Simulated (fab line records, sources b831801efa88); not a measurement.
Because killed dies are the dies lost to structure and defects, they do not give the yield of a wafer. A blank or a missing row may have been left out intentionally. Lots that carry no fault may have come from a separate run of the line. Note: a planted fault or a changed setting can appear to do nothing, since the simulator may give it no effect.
A lot that was struck, set against a sound lot :: flow sky130 :: 14 out of 708 route steps
Sound: the wafers L308.3, L308.4, L308.5. Wafers L322.1, L322.2, L322.6 were the ones struck. The cause is given at the end.
Order at every step that has rows: each side's tool, ch and its chambers, its first start. Under that, the readings that differ: sound wafers :: struck wafers :: difference of the means :: sigmas: that difference in standard deviations of wafers without a fault.
alike: readings with means less than 2 such deviations apart, plus words and numbers identical on both sides. not compared: withheld readings, readings lacking a value on some wafer, bounds such as >300 that could conceal the same value, and numbers that have no deviation in the record and whose values overlap.
A row with sigmas, a row that says differs or no value, or rows on one side alone: a step with any of these is where the two part. Non-overlapping numbers with no deviation appear without sigmas and do not part them. A reading missing from all wafers of one side parts the sides only when that side holds two or more wafers.

SKY_METAL4_SPUTTER_02: material AlCu, target thk 735 nm, time 39.1 s.
  sound on pvd-sputter-03, day 40 14:49; struck on pvd-sputter-01, day 45 00:24
  alike: throttle-valve-pct
SKY_METAL4_SPUTTER_03: material Ti, target thk 5 nm, time 3.3 s.
  sound on pvd-sputter-03, day 40 14:51; struck on pvd-sputter-01, day 45 00:26
  alike: throttle-valve-pct
SKY_METAL4_SPUTTER_04: material TiN, target thk 70 nm, time 58.3 s.
  sound on pvd-sputter-03, day 40 14:52; struck on pvd-sputter-01, day 45 00:28
  alike: throttle-valve-pct
SKY_CAP2M_CVD_00: deposits SiO2, target thk 15.5 nm.
  sound on pecvd-03 ch 0,1, day 40 14:55; struck on pecvd-04 ch 0,2, day 45 00:31
  alike: heater-power-w
SKY_CAP2M_THK_MEAS_01:
  sound on film-metro-02, day 40 14:58; struck on film-metro-03, day 45 00:32
  alike: CAP2M_CVD_00_THK
SKY_CAP2M_SPUTTER_02: material TiN, target thk 200 nm, time 166.7 s.
  sound on pvd-sputter-01, day 40 15:00; struck on pvd-sputter-02, day 45 00:35
  alike: throttle-valve-pct
SKY_CAP2M_RS_MEAS_03: measurement is done with a four-point probe.
  sound on film-metro-04, day 40 15:09; struck on film-metro-02, day 45 00:42
  alike: CAP2M_TIN_RS
SKY_CAP2M_THK_MEAS_04: measures by xrf.
  sound on film-metro-04, day 40 15:15; struck on film-metro-02, day 45 00:49
  alike: CAP2M_TIN_THK
then, 4 steps without rows for these wafers: SKY_CAP2M_DEHYDRATE_05 (time 60 s); SKY_CAP2M_HMDS_06 (prime time 60 s); SKY_CAP2M_COAT_07 (resist thk 1140 nm); SKY_CAP2M_SOFTBAKE_08 (time 60 s).
SKY_CAP2M_EXPOSE_09: exposes mask CAP2M, target cd 1000 nm.
  sound on iline-stepper-01 ch 0, day 41 02:34; struck on iline-stepper-02, day 45 11:38
  no value came back on the struck wafers for exposure-dose-mJ-cm2, focus-offset-nm (nm), stage-vel-mm-s (mm/s); on the sound wafers exposure-dose-mJ-cm2 reads 159.06 158.98 158.95
  alike: mask
following that, these wafers have no rows for 1 step: SKY_CAP2M_PEB_10.

== WHERE THEY PART ==
Only at SKY_CAP2M_EXPOSE_09, within this record.

WHY: what had been put in by the simulator
At SKY_CAP2M_EXPOSE_09, the step was skipped entirely on iline-stepper-02 from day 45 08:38 on. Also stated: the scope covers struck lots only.
